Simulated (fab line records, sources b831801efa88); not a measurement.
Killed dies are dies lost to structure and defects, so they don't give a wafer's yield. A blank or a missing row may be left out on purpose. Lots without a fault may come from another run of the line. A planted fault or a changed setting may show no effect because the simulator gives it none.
fab line records | flow sky130
record lots=6 wafers=18 last_day=50
route steps=708 shown PWDE@52 NWELL@56 PAD_OPEN@708
lots that met no fault: from a run of the same line without faults
start_h: hours from the record's first day to the start of the lot's first wafer shown | wait_h: hours since the lot's step before | " the same as in the row above | L1.1+2: a row that stands for several wafers | - no value, or no start given | * or withheld: withheld | < > ~ a bound
route shown NAME@n: a module of which the file shows steps, and the number in the route of the first | usual: mean/standard deviation of fault-free wafers | same: alike in all rows | chamber/n: place in a boat | sites: the reading at each site | _std_site: their standard deviation | _edge_site: outer sites' mean less inner sites' | radius_mm: how far each site lies from the wafer's centre | mask NAME#n: copy n | behind: the tool/chamber that last shaped the wafer | hold: why the lot was held/for how many hours/how that ended | device: the transistor (n, p or np) that didn't switch | end of line: the same wafers' tests at the end of the route | a step without rows: its recipe alone | killed: dies lost to structure and defects at the first sort, not the wafer's yield | map: a wafer's dies, x killed, . not, _ none there
set.NAME: the setting as run; set.NAME@STEP: as run at that earlier step | model.NAME: the simulator's own value behind a step, which no gauge read
lots at some steps of the route; a table a step, a row a wafer
services: from which hour (start_h, from the record's first day; less than 0 if before it) a tool's chamber was out of use, for how many hours, and why
## steps
# step SKY_PWDE_OVL_MEAS_07
# usual PWDE_OVL=0.4/1.2
# columns lot.wafer tool chamber start_h wait_h PWDE_OVL[nm]
L682.1 overlay-01 - 65.44 - 0.6
L682.4 " - " " 0.5
L682.5 " - " " -0.4
L690.1 overlay-01 - 115.23 - -0.7
L690.2 " - " " -0.1
L690.3 " - " " 2.0
L700.2 overlay-02 - 168.54 - -2.2
L700.4 " - " " -1.1
L700.6 " - " " -1.7
L701.1 overlay-02 - 175.08 - 0.3
L701.2 " - " " 0.2
L701.4 " - " " 0.8
L702.4 overlay-02 - 180.35 - 0.4
L702.5 " - " " -2.0
L702.6 " - " " -0.3
L703.1 overlay-02 - 185.55 - 0.1
L703.2 " - " " -0.8
L703.6 " - " " -1.5
# step SKY_PWDE_IMPLANT_08
# recipe species=B energy_kev=150 dose_cm2=3.522e+12 tilt_deg=withheld
# step SKY_PWDE_STRIP_09
# recipe chemistry=O2/N2 power_w=1400 pressure_mtorr=1500 platen_temp_c=withheld o2_flow_sccm=3000 n2_flow_sccm=300 overash_fraction=0.5
# usual drypump_motor_current_A=6.1/0.51 n2_flow_sccm=300.1/0.89 oes_product_au=0.723/0.005 strip_time_to_endpoint_s=37.00/0.1
# columns lot.wafer tool chamber start_h wait_h drypump_motor_current_A n2_flow_sccm oes_product_au rf_hours_counter_h strip_time_to_endpoint_s
L682.1 plasma_asher-04 0 65.62 0.1 5.4 299.8 0.723 38 36.82
L682.4 " 0 " " 5.4 300.2 0.725 - 36.90
L682.5 " 1 " " 6.7 301.1 0.712 - 36.83
L690.1 plasma_asher-04 1 115.42 0.1 6.7 301.2 0.718 44 36.93
L690.2 " 0 " " 5.3 300.0 0.728 44 36.96
L690.3 " 1 " " 6.6 300.0 0.721 - 36.93
L700.2 plasma_asher-03 1 168.72 0.1 6.4 300.3 0.732 51 36.96
L700.4 " 1 " " 6.4 299.7 0.720 - 37.12
L700.6 " 1 " " 6.4 298.8 0.720 - 37.09
L701.1 plasma_asher-04 1 175.27 0.1 6.7 299.3 0.720 50 37.00
L701.2 " 0 " " 5.4 300.2 0.723 50 37.09
L701.4 " 1 " " 6.7 299.6 0.714 - 36.99
L702.4 plasma_asher-04 0 180.55 0.1 5.4 299.7 0.716 - 37.03
L702.5 " 0 " " 5.3 299.5 0.723 - 37.05
L702.6 " 1 " " 6.7 300.8 0.727 - 36.92
L703.1 plasma_asher-04 0 185.73 0.1 5.3 300.7 0.721 51 37.04
L703.2 " 1 " " 6.7 301.6 0.731 51 37.08
L703.6 " 0 " " 5.3 298.5 0.721 - 37.05
# step SKY_PWDE_TW_MEAS_10
# usual PWDE_TW=368.5/2.4
# columns lot.wafer tool chamber start_h wait_h PWDE_TW
L682.1 film_metro-01 - 65.72 0.1 364.9
L682.4 " - " " 366.1
L682.5 " - " " 365.1
L690.1 film_metro-02 - 115.52 0.1 363.8
L690.2 " - " " 367.9
L690.3 " - " " 366.5
L700.2 film_metro-03 - 168.83 0.1 373.6
L700.4 " - " " 370.0
L700.6 " - " " 373.8
L701.1 film_metro-02 - 175.37 0.1 365.9
L701.2 " - " " 367.0
L701.4 " - " " 365.5
L702.4 film_metro-01 - 180.65 0.1 366.7
L702.5 " - " " 367.6
L702.6 " - " " 368.8
L703.1 film_metro-02 - 185.83 0.1 366.9
L703.2 " - " " 365.4
L703.6 " - " " 368.2
# step SKY_NWELL_DEHYDRATE_03
# recipe temp_c=200 time_s=60
# step SKY_NWELL_HMDS_04
# recipe prime_time_s=60 prime_temp_c=120
# step SKY_NWELL_COAT_05
# recipe spin_rpm=2000 resist_thk_nm=3000
# step SKY_NWELL_SOFTBAKE_06
# recipe temp_c=110 time_s=withheld
# step SKY_NWELL_EXPOSE_07
# recipe mask_id=NWM na=0.6 source_shape=conventional sigma_outer=0.6 polarization=unpolarized target_cd_nm=840 dose_mj=255
# step SKY_NWELL_PEB_08
# recipe temp_c=115 time_s=withheld
# step SKY_NWELL_DEVELOP_09
# recipe wall_angle_deg=90 developer=TMAH develop_time_s=60 dev_temp_c=23
# step SKY_NWELL_OVL_MEAS_10
# usual NWELL_00_OVL=0.3/1.5
# columns lot.wafer tool chamber start_h wait_h NWELL_00_OVL[nm]
L682.1 overlay-01 - 82.69 - 1.1
L682.4 " - " " 0.7
L682.5 " - " " 1.1
L690.1 overlay-01 - 134.23 - -0.2
L690.2 " - " " 0.0
L690.3 " - " " -0.2
L700.2 overlay-02 - 188.14 - -3.0
L700.4 " - " " 1.2
L700.6 " - " " -3.2
L701.1 overlay-02 - 196.44 - 2.1
L701.2 " - " " 0.9
L701.4 " - " " 1.6
L702.4 overlay-01 - 201.45 - -1.7
L702.5 " - " " 0.6
L702.6 " - " " 0.1
L703.1 overlay-02 - 207.59 - 4.3
L703.2 " - " " 1.8
L703.6 " - " " 2.8
# step SKY_NWELL_IMPLANT_11
# recipe species=P energy_kev=400 dose_cm2=1.9e+13 tilt_deg=withheld
# usual beam_energy_keV=399.99/0.13 beam_on_s=9.97/0.19 dose_ions_cm2=1.8998e+13/2.1e+10 faraday_current_uA=107.5/1.9
# columns lot.wafer tool chamber start_h wait_h beam_energy_keV beam_on_s dose_ions_cm2 faraday_current_uA
L682.1 implanter-03 0 82.72 0.0 399.75 9.76 1.8984e+13 109.6
L682.4 " 0 " " 400.08 10.14 1.8964e+13 106.4
L682.5 " 0 " " 400.11 10.17 1.897e+13 105.7
L690.1 implanter-01 0 134.27 0.0 400.00 9.88 1.8967e+13 108.5
L690.2 " 0 " " 400.03 10.05 1.8994e+13 106.8
L690.3 " 0 " " 400.22 10.14 1.8981e+13 105.5
L700.2 implanter-03 0 188.20 0.0 399.99 7.66 1.8987e+13 140.5
L700.4 " 0 " " 399.93 7.94 1.8951e+13 135.2
L700.6 " 0 " " 400.20 7.61 1.8974e+13 140.4
L701.1 implanter-03 0 196.47 0.0 399.78 7.57 1.9014e+13 141.3
L701.2 " 0 " " 400.06 7.76 1.8998e+13 138.3
L701.4 " 0 " " 400.07 7.87 1.8985e+13 135.6
L702.4 implanter-01 0 201.55 0.1 399.89 10.09 1.9006e+13 106.0
L702.5 " 0 " " 399.90 9.96 1.9003e+13 107.9
L702.6 " 0 " " 399.79 10.05 1.8997e+13 106.4
L703.1 implanter-01 0 207.62 0.0 399.92 9.79 1.8942e+13 109.1
L703.2 " 0 " " 400.01 10.10 1.8971e+13 105.8
L703.6 " 0 " " 399.86 10.22 1.8973e+13 105.2
# step SKY_NWELL_IMPLANT_12
# recipe species=P energy_kev=120 dose_cm2=1.3e+12 tilt_deg=withheld
# step SKY_NWELL_IMPLANT_13
# recipe species=P energy_kev=50 dose_cm2=7e+11 tilt_deg=withheld
# step SKY_NWELL_STRIP_14
# recipe chemistry=O2/N2 power_w=1400 pressure_mtorr=1500 platen_temp_c=withheld o2_flow_sccm=3000 n2_flow_sccm=300 overash_fraction=0.5
# usual drypump_motor_current_A=6.1/0.36 n2_flow_sccm=300.0/0.91 oes_product_au=0.723/0.004 strip_time_to_endpoint_s=36.97/0.11
# columns lot.wafer tool chamber start_h wait_h drypump_motor_current_A n2_flow_sccm oes_product_au rf_hours_counter_h strip_time_to_endpoint_s
L682.1 plasma_asher-02 1 83.17 0.1 5.9 299.6 0.725 39 37.06
L682.4 " 1 " " 6.0 298.7 0.718 - 37.15
L682.5 " 1 " " 6.0 299.6 0.719 - 37.07
L690.1 plasma_asher-02 0 134.72 0.1 5.6 300.3 0.718 2 37.03
L690.2 " 1 " " 5.9 301.3 0.722 2 37.03
L690.3 " 0 " " 5.6 300.7 0.719 - 37.05
L700.2 plasma_asher-02 0 188.62 0.1 5.5 299.9 0.719 6 37.07
L700.4 " 1 " " 5.9 298.7 0.724 - 37.03
L700.6 " 1 " " 6.0 298.5 0.728 - 37.18
L701.1 plasma_asher-02 1 196.92 0.1 5.9 301.6 0.731 7 36.98
L701.2 " 0 " " 5.5 301.6 0.721 7 37.03
L701.4 " 0 " " 5.5 300.5 0.728 - 36.93
L702.4 plasma_asher-02 0 201.95 0.1 5.5 301.1 0.727 - 36.89
L702.5 " 1 " " 6.0 299.3 0.719 - 36.91
L702.6 " 0 " " 5.5 299.7 0.719 - 37.02
L703.1 plasma_asher-03 0 208.07 0.1 6.4 299.8 0.720 55 37.02
L703.2 " 1 " " 6.4 298.8 0.719 55 36.90
L703.6 " 0 " " 6.4 300.7 0.721 - 36.86
# step SKY_NWELL_TW_MEAS_15
# usual NWELL_TW=1804/13
# columns lot.wafer tool chamber start_h wait_h NWELL_TW
L682.1 film_metro-01 - 83.27 0.1 1785
L682.4 " - " " 1793
L682.5 " - " " 1779
L690.1 film_metro-02 - 134.82 0.1 1813
L690.2 " - " " 1804
L690.3 " - " " 1797
L700.2 film_metro-03 - 188.73 0.1 1676
L700.4 " - " " 1666
L700.6 " - " " 1679
L701.1 film_metro-01 - 197.02 0.1 1691
L701.2 " - " " 1680
L701.4 " - " " 1686
L702.4 film_metro-02 - 202.05 0.1 1817
L702.5 " - " " 1815
L702.6 " - " " 1817
L703.1 film_metro-02 - 208.17 0.1 1810
L703.2 " - " " 1823
L703.6 " - " " 1810
# step SKY_NWELL_DEHYDRATE_16
# recipe temp_c=200 time_s=60
# step SKY_NWELL_HMDS_17
# recipe prime_time_s=60 prime_temp_c=120
# step SKY_NWELL_COAT_18
# recipe spin_rpm=2000 resist_thk_nm=3000
# step SKY_NWELL_SOFTBAKE_19
# recipe temp_c=110 time_s=withheld
# step SKY_NWELL_EXPOSE_20
# recipe mask_id=NWM_COMPLEMENT na=0.6 source_shape=conventional sigma_outer=0.6 polarization=unpolarized target_cd_nm=840 dose_mj=260
# step SKY_NWELL_PEB_21
# recipe temp_c=115 time_s=withheld
# step SKY_NWELL_DEVELOP_22
# recipe wall_angle_deg=90 developer=TMAH develop_time_s=60.97 dev_temp_c=23
# step SKY_NWELL_OVL_MEAS_23
# usual NWELL_01_OVL=0.7/1.3
# columns lot.wafer tool chamber start_h wait_h NWELL_01_OVL[nm]
L682.1 overlay-02 - 100.50 - 1.9
L682.4 " - " " 0.3
L682.5 " - " " -0.6
L690.1 overlay-02 - 154.50 - 1.0
L690.2 " - " " 2.6
L690.3 " - " " 1.7
L700.2 overlay-01 - 209.69 - 0.3
L700.4 " - " " 2.6
L700.6 " - " " 0.2
L701.1 overlay-01 - 219.48 - 0.5
L701.2 " - " " -0.4
L701.4 " - " " 0.2
L702.4 overlay-01 - 224.16 - 0.6
L702.5 " - " " 1.9
L702.6 " - " " 0.4
L703.1 overlay-02 - 230.39 - 0.1
L703.2 " - " " 0.7
L703.6 " - " " 1.5
# step SKY_NWELL_IMPLANT_24
# recipe species=B energy_kev=140 dose_cm2=9.2e+12 tilt_deg=withheld
# step SKY_NWELL_STRIP_25
# recipe chemistry=O2/N2 power_w=1400 pressure_mtorr=1500 platen_temp_c=withheld o2_flow_sccm=3000 n2_flow_sccm=300 overash_fraction=0.5
# usual drypump_motor_current_A=6.0/0.35 n2_flow_sccm=300.0/0.96 oes_product_au=0.723/0.0046 strip_time_to_endpoint_s=37.00/0.097
# columns lot.wafer tool chamber start_h wait_h drypump_motor_current_A n2_flow_sccm oes_product_au rf_hours_counter_h strip_time_to_endpoint_s
L682.1 plasma_asher-02 0 100.68 0.1 5.5 299.8 0.723 41 37.05
L682.4 " 0 " " 5.5 300.1 0.726 - 36.97
L682.5 " 1 " " 5.9 298.3 0.719 - 36.98
L690.1 plasma_asher-02 1 154.68 0.1 5.9 299.8 0.717 3 36.97
L690.2 " 0 " " 5.5 298.9 0.714 3 36.87
L690.3 " 0 " " 5.5 298.7 0.734 - 36.96
L700.2 plasma_asher-03 1 209.87 0.1 6.4 298.9 0.726 55 37.07
L700.4 " 1 " " 6.4 301.1 0.721 - 36.98
L700.6 " 1 " " 6.4 301.2 0.715 - 37.09
L701.1 plasma_asher-01 0 219.68 0.1 6.0 300.8 0.726 37 37.20
L701.2 " 1 " " 5.6 297.6 0.722 37 37.04
L701.4 " 1 " " 5.7 299.9 0.725 - 37.08
L702.4 plasma_asher-02 0 224.37 0.1 5.6 300.5 0.726 - 36.98
L702.5 " 1 " " 5.9 301.5 0.719 - 36.89
L702.6 " 0 " " 5.6 300.5 0.731 - 36.95
L703.1 plasma_asher-03 1 230.57 0.1 6.4 299.6 0.731 57 36.95
L703.2 " 0 " " 6.4 300.5 0.722 57 36.95
L703.6 " 0 " " 6.4 301.1 0.729 - 36.86
# step SKY_NWELL_TW_MEAS_26
# usual NWELL_2_TW=493/3.8
# columns lot.wafer tool chamber start_h wait_h NWELL_2_TW
L682.1 film_metro-02 - 100.78 0.1 493
L682.4 " - " " 492
L682.5 " - " " 493
L690.1 film_metro-03 - 154.78 0.1 493
L690.2 " - " " 496
L690.3 " - " " 494
L700.2 film_metro-01 - 209.98 0.1 499
L700.4 " - " " 497
L700.6 " - " " 499
L701.1 film_metro-03 - 219.78 0.1 494
L701.2 " - " " 494
L701.4 " - " " 494
L702.4 film_metro-02 - 224.46 0.1 494
L702.5 " - " " 491
L702.6 " - " " 493
L703.1 film_metro-03 - 230.67 0.1 489
L703.2 " - " " 493
L703.6 " - " " 491
# step SKY_NWELL_CLEAN_27
# recipe chemistry=SC1/SC2 mix=1:4:20 temp_c=70 time_s=150 dry=n2_spin
# step SKY_NWELL_RTA_28
# recipe temp_c=1050 time_s=30 idle_temp_c=650 ramp_up_c_per_s=150 ramp_down_c_per_s=90 ambient=N2
# usual lamp_power_pct=25.31/0.06 wafer_temp_C_max=1054.9/1
# columns lot.wafer tool chamber start_h wait_h lamp_power_pct wafer_temp_C_max
L682.1 rtp_anneal-02 0 100.90 0.0 25.15 1053.7
L682.4 " 0 " " 25.28 1054.2
L682.5 " 0 " " 25.26 1055.2
L690.1 rtp_anneal-02 0 154.90 0.0 25.30 1054.6
L690.2 " 0 " " 25.40 1054.6
L690.3 " 0 " " 25.39 1055.0
L700.2 rtp_anneal-01 0 210.10 0.0 25.32 1054.0
L700.4 " 0 " " 25.29 1055.3
L700.6 " 0 " " 25.35 1054.6
L701.1 rtp_anneal-02 0 219.90 0.0 25.35 1055.3
L701.2 " 0 " " 25.30 1056.8
L701.4 " 0 " " 25.30 1057.0
L702.4 rtp_anneal-01 0 224.60 0.1 25.35 1055.4
L702.5 " 0 " " 25.23 1058.8
L702.6 " 0 " " 25.35 1054.3
L703.1 rtp_anneal-02 0 230.78 0.0 25.29 1055.3
L703.2 " 0 " " 25.40 1055.6
L703.6 " 0 " " 25.20 1055.8
# step SKY_NWELL_RS_MEAS_29
# recipe thk_meas_gauge=four-point-probe
# usual NWELL_RS=624.3/1.7
# columns lot.wafer tool chamber start_h wait_h NWELL_RS[ohm/sq]
L682.1 film_metro-01 - 101.00 0.1 626.8
L682.4 " - " " 621.2
L682.5 " - " " 625.4
L690.1 film_metro-02 - 155.00 0.1 625.6
L690.2 " - " " 626.9
L690.3 " - " " 623.4
L700.2 film_metro-01 - 210.20 0.1 713.8
L700.4 " - " " 714.8
L700.6 " - " " 713.6
L701.1 film_metro-01 - 220.00 0.1 719.2
L701.2 " - " " 717.0
L701.4 " - " " 719.9
L702.4 film_metro-01 - 224.71 0.1 624.3
L702.5 " - " " 624.7
L702.6 " - " " 623.4
L703.1 film_metro-01 - 230.88 0.1 624.5
L703.2 " - " " 623.2
L703.6 " - " " 622.2
# step SKY_PAD_OPEN_PROBE_99
# usual killed_at_M0_to_M3=45/6.8 killed_at_M4_up=3.0/1.7 killed_at_contacts=25/5.7 killed_at_front_end=15/4.6 killed_at_other=0.3/0.66 killed_dies=88/9.5 killed_open=48/7.3 killed_short=39/6.5
# same gross_dies=492 killed_at_back_side=0
# columns lot.wafer tool chamber start_h wait_h killed_at_M0_to_M3 killed_at_M4_up killed_at_contacts killed_at_front_end killed_at_other killed_dies killed_open killed_short model.etest.nfet_16v.r_on_ohm_um model.etest.res_nwell.line_ohm_um model.etest.res_nwell.rs_ohm_sq model.etest.tip_p_5v.rs_ohm_sq model.etest.res_iso_pwell.width_nm model.etest.res_nwell.width_nm model.etest.pfet_16v.drive_ua_um model.etest.field_p.vt_v
L682.1 prober-01 - 1071.60 0.1 47 5 26 21 0 99 47 51 1.405e+04 1114 917.1 2897 2648 837.8 241.2 -40.01
L682.4 prober-01 - 1071.75 0.2 40 3 29 26 0 98 52 46 1.39e+04 1110 922 2867 2637 836.5 243.9 -40.41
L682.5 prober-01 - 1071.80 0.2 33 4 22 15 0 74 40 34 1.403e+04 1114 940.1 2877 2651 839.5 238.3 -41.17
L690.1 prober-02 - 1126.40 0.1 39 4 23 18 1 85 48 37 1.418e+04 1165 968.5 2857 2673 827.4 243.5 -42.04
L690.2 prober-02 - 1126.45 0.1 58 0 19 15 0 92 51 38 1.425e+04 1176 982.1 2867 2662 826.1 239.4 -42.92
L690.3 prober-02 - 1126.50 0.2 39 2 23 22 0 86 49 37 1.416e+04 1172 960 2876 2666 823.3 244.3 -42.13
L700.2 prober-02 - 1174.86 0.1 43 2 24 14 1 84 47 36 1.52e+04 1418 1142 2823 2680 810.5 256.5 -37.42
L700.4 prober-02 - 1174.96 0.2 57 4 27 13 0 101 67 34 1.503e+04 1420 1139 2798 2685 810.8 257 -37.64
L700.6 prober-02 - 1175.06 0.2 54 2 15 10 1 82 42 39 1.509e+04 1386 1135 2814 2687 812.4 255.7 -37.01
L701.1 prober-01 - 1181.65 0.1 39 2 27 19 0 87 56 31 1.531e+04 1352 1122 2772 2659 823.6 256.4 -36.47
L701.2 prober-01 - 1181.70 0.1 46 2 22 15 0 85 42 43 1.54e+04 1334 1108 2814 2667 815.1 258.7 -35.71
L701.4 prober-01 - 1181.80 0.2 34 3 25 9 1 72 41 30 1.533e+04 1375 1148 2779 2672 831.6 253.8 -37.18
L702.4 prober-02 - 1186.06 0.2 43 3 25 13 0 84 50 34 1.429e+04 1082 904.5 2840 2658 840.1 252.1 -39.09
L702.5 prober-02 - 1186.11 0.2 50 3 33 12 0 98 59 37 1.421e+04 1080 922.5 2827 2644 842.2 252 -40.18
L702.6 prober-02 - 1186.16 0.2 38 1 37 7 0 83 51 31 1.422e+04 1067 895.7 2842 2652 830.4 251.7 -39.32
L703.1 prober-01 - 1190.90 0.1 47 4 35 16 0 102 59 43 1.391e+04 1124 941.6 2834 2642 837 250.2 -41.59
L703.2 prober-01 - 1190.95 0.1 53 4 23 13 0 93 60 33 1.383e+04 1118 937.8 2859 2661 834.4 248.7 -41.1
L703.6 prober-01 - 1191.15 0.2 58 3 19 20 1 101 58 43 1.386e+04 1122 926.7 2852 2643 831.8 254.1 -40.61
# killed by level:class
L682.1 VIA1:geometric_particle:open=13 CONTACT:geometric_particle:open=12 FIELD_ISO:geometric_particle:short=9 VIA1:geometric_particle:short=7 METAL2:geometric_particle:short=7 METAL1:geometric_particle:short=6 VIA2:geometric_particle:open=6 FIELD_ISO:geometric_particle:open=4
L682.4 LI_CONTACT:geometric_particle:open=10 VIA2:geometric_particle:open=9 POLY_GATE:geometric_particle:short=7 VIA1:geometric_particle:open=7 CONTACT:geometric_particle:open=7 METAL2:geometric_particle:short=6 FIELD_ISO:geometric_particle:open=5 LI_CONTACT:geometric_particle:short=5
L682.5 CONTACT:geometric_particle:open=9 VIA2:geometric_particle:open=9 FIELD_ISO:geometric_particle:open=5 LOCAL_INTERCONNECT:geometric_particle:short=5 VIA1:geometric_particle:open=5 FIELD_ISO:geometric_particle:short=4 LI_CONTACT:geometric_particle:open=4 VIA1:geometric_particle:short=4
L690.1 CONTACT:geometric_particle:open=9 VIA2:geometric_particle:open=7 FIELD_ISO:geometric_particle:short=6 LI_CONTACT:geometric_particle:open=6 VIA1:geometric_particle:open=6 VIA1:geometric_particle:short=6 FIELD_ISO:geometric_particle:open=5 POLY_GATE:geometric_particle:open=5
L690.2 VIA2:geometric_particle:open=12 VIA1:geometric_particle:open=10 METAL2:geometric_particle:short=8 CONTACT:geometric_particle:open=8 VIA3:geometric_particle:open=7 VIA1:geometric_particle:short=6 FIELD_ISO:geometric_particle:short=5 LI_CONTACT:geometric_particle:open=5
L690.3 CONTACT:geometric_particle:open=10 FIELD_ISO:geometric_particle:open=7 POLY_GATE:geometric_particle:open=7 VIA3:geometric_particle:open=7 VIA1:geometric_particle:open=6 METAL2:geometric_particle:short=6 FIELD_ISO:geometric_particle:short=5 CONTACT:geometric_particle:short=5
L700.2 VIA1:geometric_particle:open=12 LI_CONTACT:geometric_particle:open=7 CONTACT:geometric_particle:open=7 VIA2:geometric_particle:open=6 POLY_GATE:geometric_particle:open=5 CONTACT:geometric_particle:short=5 VIA1:geometric_particle:short=5 METAL2:geometric_particle:short=5
L700.4 LI_CONTACT:geometric_particle:open=16 VIA1:geometric_particle:open=13 VIA3:geometric_particle:open=10 CONTACT:geometric_particle:open=7 VIA1:geometric_particle:short=7 METAL2:geometric_particle:short=7 FIELD_ISO:geometric_particle:open=5 METAL1:geometric_particle:short=5
L700.6 VIA1:geometric_particle:open=9 VIA2:geometric_particle:open=9 METAL2:geometric_particle:short=9 VIA3:geometric_particle:open=7 VIA1:geometric_particle:short=5 VIA3:geometric_particle:short=5 LI_CONTACT:geometric_particle:open=4 CONTACT:geometric_particle:short=4
L701.1 VIA1:geometric_particle:open=11 LI_CONTACT:geometric_particle:open=10 CONTACT:geometric_particle:open=8 FIELD_ISO:geometric_particle:short=6 VIA3:geometric_particle:open=6 VIA2:geometric_particle:open=6 METAL1:geometric_particle:short=5 CONTACT:geometric_particle:short=5
L701.2 METAL1:geometric_particle:short=10 LI_CONTACT:geometric_particle:open=9 VIA3:geometric_particle:open=7 FIELD_ISO:geometric_particle:short=6 VIA2:geometric_particle:open=6 CONTACT:geometric_particle:short=6 FIELD_ISO:geometric_particle:open=5 VIA1:geometric_particle:short=5
L701.4 LI_CONTACT:geometric_particle:open=8 CONTACT:geometric_particle:open=8 VIA2:geometric_particle:open=7 VIA3:geometric_particle:open=5 VIA1:geometric_particle:open=5 METAL2:geometric_particle:short=5 VIA2:geometric_particle:short=4 FIELD_ISO:geometric_particle:short=3
L702.4 CONTACT:geometric_particle:open=13 VIA1:geometric_particle:open=10 METAL1:geometric_particle:short=6 CONTACT:geometric_particle:short=5 VIA3:geometric_particle:open=5 LI_CONTACT:geometric_particle:open=4 VIA2:geometric_particle:open=4 POLY_GATE:geometric_particle:short=3
L702.5 CONTACT:geometric_particle:open=12 VIA1:geometric_particle:open=12 LI_CONTACT:geometric_particle:open=10 VIA2:geometric_particle:open=9 VIA2:geometric_particle:short=6 CONTACT:geometric_particle:short=4 VIA1:geometric_particle:short=4 METAL2:geometric_particle:short=4
L702.6 CONTACT:geometric_particle:open=15 VIA1:geometric_particle:open=9 CONTACT:geometric_particle:short=9 LI_CONTACT:geometric_particle:open=7 VIA3:geometric_particle:open=7 LOCAL_INTERCONNECT:geometric_particle:short=5 VIA2:geometric_particle:open=5 METAL2:geometric_particle:open=3
L703.1 VIA1:geometric_particle:open=16 CONTACT:geometric_particle:open=14 VIA1:geometric_particle:short=7 FIELD_ISO:geometric_particle:open=6 LI_CONTACT:geometric_particle:open=6 CONTACT:geometric_particle:short=6 VIA3:geometric_particle:open=6 LOCAL_INTERCONNECT:geometric_particle:short=5
L703.2 VIA1:geometric_particle:open=18 CONTACT:geometric_particle:open=12 VIA3:geometric_particle:open=8 METAL2:geometric_particle:short=7 METAL1:geometric_particle:short=6 VIA1:geometric_particle:short=6 LI_CONTACT:geometric_particle:open=5 FIELD_ISO:geometric_particle:open=4
L703.6 VIA1:geometric_particle:open=16 VIA1:geometric_particle:short=10 CONTACT:geometric_particle:open=9 VIA3:geometric_particle:open=8 METAL2:geometric_particle:short=6 POLY_GATE:geometric_particle:open=6 VIA2:geometric_particle:open=6 POLY_GATE:geometric_particle:short=5
## services
# columns tool chamber start_h hours kind
plasma_asher-01 - 45.80 0.6 repair
plasma_asher-01 - 58.53 5.8 repair
plasma_asher-02 - 60.78 11.5 repair
implanter-01 - 65.88 2.1 repair
plasma_asher-03 - 78.93 0.8 repair
implanter-03 - 83.98 17.1 pm
plasma_asher-02 - 108.75 9.0 pm
plasma_asher-02 0 108.75 9.0 vent_cycle
plasma_asher-02 1 108.75 9.0 vent_cycle
plasma_asher-02 0 117.75 - clean
plasma_asher-02 1 117.75 - clean
plasma_asher-02 - 142.49 4.2 repair
implanter-03 - 172.68 4.3 repair
implanter-01 - 191.83 3.4 repair
## key
first_sign step=SKY_NWELL_IMPLANT_11 reading=faraday_current_uA direction=up sigmas=16 usual=107.5 struck=138.5
effect step=SKY_NWELL_IMPLANT_11 reading=beam_on_s direction=down sigmas=12 usual=9.97 struck=7.73
effect step=SKY_NWELL_TW_MEAS_15 reading=NWELL_TW direction=down sigmas=9.6 usual=1804 struck=1680
effect step=SKY_NWELL_RS_MEAS_29 reading=NWELL_RS direction=up sigmas=53 usual=624.3 struck=716.4
model_effect step=SKY_PAD_OPEN_PROBE_99 value=etest.nfet_16v.r_on_ohm_um without=1.412e+04 struck=1.522e+04
met_at SKY_NWELL_IMPLANT_11
struck_wafers L700.2,L700.4,L700.6,L701.1,L701.2,L701.4
tester_left_out L700,L701
onset_between 82.72 188.20
fault kind=process_parameter_drift tool=implanter-03 chamber=- onset_h=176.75 steps=SKY_NWELL_IMPLANT_11 channel=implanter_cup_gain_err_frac offset=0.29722 shape=step end_h=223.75
# tester_left_out: of these lots the tester's yield and bins aren't shown, on N5 and GAA mostly nor the transistor test; their killed dies are dies lost to structure and defects alone, not to doping, threshold or leakage, so they don't give the yield
